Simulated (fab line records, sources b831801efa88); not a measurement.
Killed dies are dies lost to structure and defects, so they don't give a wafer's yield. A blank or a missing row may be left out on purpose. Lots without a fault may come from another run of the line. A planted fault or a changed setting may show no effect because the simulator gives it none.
One fault seen from 2 desks | flow sky130 | each desk has only its own numbers; what lay behind them comes last

THE METROLOGY DESK
What the gauges read, lot by lot, whatever tool the lot ran on: means of the sampled wafers that have a number. A lot is out of limits, marked OUT, if its mean lies more than 4 standard deviations from the usual mean; the brackets give that distance.
Columns: A = SD_P_OVL at SKY_SD_P_OVL_MEAS_08, usual -0.1 nm; B = SD_P_TW at SKY_SD_P_TW_MEAS_11, usual 2839; C = SD_P_RS at SKY_SD_N_RS_MEAS_17, usual 146.7 ohm/sq; D = cd_nm at SKY_METAL1_CD_MEAS_15, usual 139.6 nm; E = VIA1_HDPCVD_THK at SKY_VIA1_THK_MEAS_01, usual 1031 nm
lot  | first seen here | A    | B               | C               | D     | E
L385 | day 24 22:22    | -2.1 | 2859            | 147.2           | 136.1 | 1029
L386 | day 25 04:08    | 0.7  | 2884            | 146.6           | 140.3 | 1052
L393 | day 28 00:14    | 0.5  | 2576 (-9.7) OUT | 154.7 (+25) OUT | 140.5 | 1022
L395 | day 29 08:45    | 1.3  | 2544 (-11) OUT  | 154.8 (+25) OUT | 141.6 | 1036
L400 | day 30 09:08    | -0.6 | 2854            | 146.7           | 139.1 | 1045
L401 | day 30 12:53    | -0.6 | 2827            | 146.7           | 141.1 | 1023
L403 | day 31 05:59    | -0.5 | 2856            | 146.9           | 141.9 | 1027
L404 | day 31 17:15    | -1.0 | 2799            | 146.9           | 137.8 | 1030
L405 | day 32 04:37    | -0.1 | 2820            | 146.8           | 138.2 | 1023
L407 | day 32 13:56    | -0.3 | 2826            | 146.7           | 136.6 | 1015
L408 | day 32 19:14    | -0.3 | 2827            | 146.9           | 138.7 | 1026
This desk's finding: out of limits on L393, L395; first on L393, day 28 00:31 (SD_P_TW at SKY_SD_P_TW_MEAS_11). In limits: L385, L386, L400, L401, L403, L404, L405, L407, L408.

THE TOOL OWNER'S DESK: implanter-04
The tool's own readings at SKY_SD_P_IMPLANT_09: means of the sampled wafers that have a number, for each lot that ran on this tool. A lot is out of limits, marked OUT, if its mean lies more than 4 standard deviations from the usual mean; the brackets give that distance.
Columns: A = beam_on_s at SKY_SD_P_IMPLANT_09, usual 15.5 s; B = dose_ions_cm2 at SKY_SD_P_IMPLANT_09, usual 3.0006e+15; C = faraday_current_uA at SKY_SD_P_IMPLANT_09, usual 10665
lot  | first seen here | A               | B                            | C
L385 | day 24 22:27    | 14.9            | 3.0038e+15                   | 11013
L386 | day 25 04:11    | 15.2            | 3.0004e+15                   | 10849
L393 | day 28 00:16    | 10.1 (-5.4) OUT | 1.8733e+15 (-99 or more) OUT | 10106
L395 | day 29 08:47    | 9.8 (-5.7) OUT  | 1.8713e+15 (-99 or more) OUT | 10451
L404 | day 31 17:19    | 15.3            | 3.0015e+15                   | 10790
L407 | day 32 13:59    | 14.8            | 3.0022e+15                   | 11157
L408 | day 32 19:18    | 14.9            | 3.0024e+15                   | 11068
This desk's finding: out of limits on L393, L395; first on L393, day 28 00:16 (beam_on_s at SKY_SD_P_IMPLANT_09). In limits: L385, L386, L404, L407, L408.

PUT TOGETHER
The tool owner's desk could have raised an alarm at day 28 00:16, on L393, L395.
The metrology desk could have raised an alarm at day 28 00:31, on L393, L395.
Of the lots named, all ran SKY_SD_P_IMPLANT_09 on implanter-04.

WHAT THE SIMULATOR HAD PUT IN
Process parameter drift: implanter-04, from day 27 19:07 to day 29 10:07, at SKY_SD_P_IMPLANT_09. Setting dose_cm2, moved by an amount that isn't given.
Lots struck among those shown: L393, L395.
Hours from the fault's start to each desk's first reading out of limits: the tool owner's desk, 5; the metrology desk, 5.
